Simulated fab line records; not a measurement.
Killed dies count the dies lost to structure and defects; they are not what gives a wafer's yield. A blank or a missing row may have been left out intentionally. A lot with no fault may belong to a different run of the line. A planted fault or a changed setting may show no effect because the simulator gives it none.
Which tool was responsible? / flow sfq_line / 14 lots, 42 wafers sampled, at 1 step of a route of 325

WHAT THE GAUGES SHOWED, per wafer
The record holds no reading of a measuring or inspecting step that can be judged against a usual standard deviation.

WHAT TOOL EACH LOT RAN ON (gives the tool, then ch and the chambers of the sampled wafers, and finally the start)
lot=L678; SFQ_TRILAYER_M1_DEP_SPUTTER_037=pvd_sputter-06, day 10 12:53
lot=L680; SFQ_TRILAYER_M1_DEP_SPUTTER_037=pvd_sputter-05, day 11 05:41
lot=L681; SFQ_TRILAYER_M1_DEP_SPUTTER_037=pvd_sputter-05, day 11 08:05
lot=L685; SFQ_TRILAYER_M1_DEP_SPUTTER_037=pvd_sputter-05, day 13 05:19
lot=L686; SFQ_TRILAYER_M1_DEP_SPUTTER_037=pvd_sputter-05, day 13 14:04
lot=L688; SFQ_TRILAYER_M1_DEP_SPUTTER_037=pvd_sputter-06, day 14 03:16
lot=L693; SFQ_TRILAYER_M1_DEP_SPUTTER_037=pvd_sputter-06, day 15 07:59
lot=L694; SFQ_TRILAYER_M1_DEP_SPUTTER_037=pvd_sputter-06, day 15 18:46
lot=L696; SFQ_TRILAYER_M1_DEP_SPUTTER_037=pvd_sputter-03, day 16 05:34
lot=L697; SFQ_TRILAYER_M1_DEP_SPUTTER_037=pvd_sputter-06, day 16 12:46
lot=L698; SFQ_TRILAYER_M1_DEP_SPUTTER_037=pvd_sputter-06, day 16 23:07
lot=L699; SFQ_TRILAYER_M1_DEP_SPUTTER_037=pvd_sputter-03, day 17 03:55
lot=L700; SFQ_TRILAYER_M1_DEP_SPUTTER_037=pvd_sputter-03, day 17 08:43
lot=L701; SFQ_TRILAYER_M1_DEP_SPUTTER_037=pvd_sputter-06, day 17 12:19
- SFQ_TRILAYER_M1_DEP_SPUTTER_037: material Nb, target thk 200 nm, time 133.3 s.

AS READ BY THE TOOLS THEMSELVES (means over the sampled wafers that have a number; for cases with no such wafer, the mark the record gives instead)
SFQ_TRILAYER_M1_DEP_SPUTTER_037.
lot=L678; tool=pvd_sputter-06; cathode_dc_power_W (W)=1999.9; throttle_valve_pct (%)=28.6
lot=L680; tool=pvd_sputter-05; cathode_dc_power_W (W)=1999.6; throttle_valve_pct (%)=29.8
lot=L681; tool=pvd_sputter-05; cathode_dc_power_W (W)=1999.9; throttle_valve_pct (%)=29.9
lot=L685; tool=pvd_sputter-05; cathode_dc_power_W (W)=2077.4; throttle_valve_pct (%)=30.1
lot=L686; tool=pvd_sputter-05; cathode_dc_power_W (W)=2077.9; throttle_valve_pct (%)=29.9
lot=L688; tool=pvd_sputter-06; cathode_dc_power_W (W)=1999.9; throttle_valve_pct (%)=29.6
lot=L693; tool=pvd_sputter-06; cathode_dc_power_W (W)=1999.9; throttle_valve_pct (%)=29.0
lot=L694; tool=pvd_sputter-06; cathode_dc_power_W (W)=1999.8; throttle_valve_pct (%)=29.3
lot=L696; tool=pvd_sputter-03; cathode_dc_power_W (W)=1999.7; throttle_valve_pct (%)=30.8
lot=L697; tool=pvd_sputter-06; cathode_dc_power_W (W)=2000.3; throttle_valve_pct (%)=29.1
lot=L698; tool=pvd_sputter-06; cathode_dc_power_W (W)=1999.9; throttle_valve_pct (%)=29.4
lot=L699; tool=pvd_sputter-03; cathode_dc_power_W (W)=2000.1; throttle_valve_pct (%)=31.1
lot=L700; tool=pvd_sputter-03; cathode_dc_power_W (W)=2000.4; throttle_valve_pct (%)=29.9
lot=L701; tool=pvd_sputter-06; cathode_dc_power_W (W)=2000.0; throttle_valve_pct (%)=29.2

THE ANSWER, worked out from the rows above alone
Rule: what is usual is taken from the lots themselves. Put in order of their means at a reading, lots are off if they are a third of the lots or fewer, leave a main group of 4 or more, and stand apart from it by a gap of 3 or more times the standard deviation of the main group's means; of several such gaps the widest counts. A main group whose means are all the same, to the digits that the tables above print for the reading, isn't used. A lot without any number at a reading at which 4 lots or more have one is off too. Any other lot the step has rows for is counted as sound. After the gauges, taken in route order, come the tools' own readings; for these a lot's mean is taken, as printed above. The first step at which some lot is off is used, and at that step the reading that is off furthest; a lot without a number counts as furthest.
Off: L685, L686, at SFQ_TRILAYER_M1_DEP_SPUTTER_037 (cathode_dc_power_W). The main group has a mean of 2000.0 W with a standard deviation of 0.22.
A tool fits if, at that step or a process step before it, it ran every lot that is off, and no sound lot after the first of them. One candidate fits, namely pvd_sputter-05 at SFQ_TRILAYER_M1_DEP_SPUTTER_037. Its last sound lot is L681 (day 11 08:05), its first lot that is off L685 (day 13 05:19): a fault that began between those two fits.
On the lots that are off, the tool's own readings at SFQ_TRILAYER_M1_DEP_SPUTTER_037 differ by more than 5 times the standard deviation of the sound lots' means, which bears it out; cathode_dc_power_W reads 2077.7 W there versus 2000.0 W on the sound lots.

WHAT THE SIMULATOR PUT IN
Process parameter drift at SFQ_TRILAYER_M1_DEP_SPUTTER_037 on pvd_sputter-05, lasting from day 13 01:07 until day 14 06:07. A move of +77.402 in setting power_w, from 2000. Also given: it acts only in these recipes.
Struck lots among those shown: L685, L686. The rule given above showed the same thing.
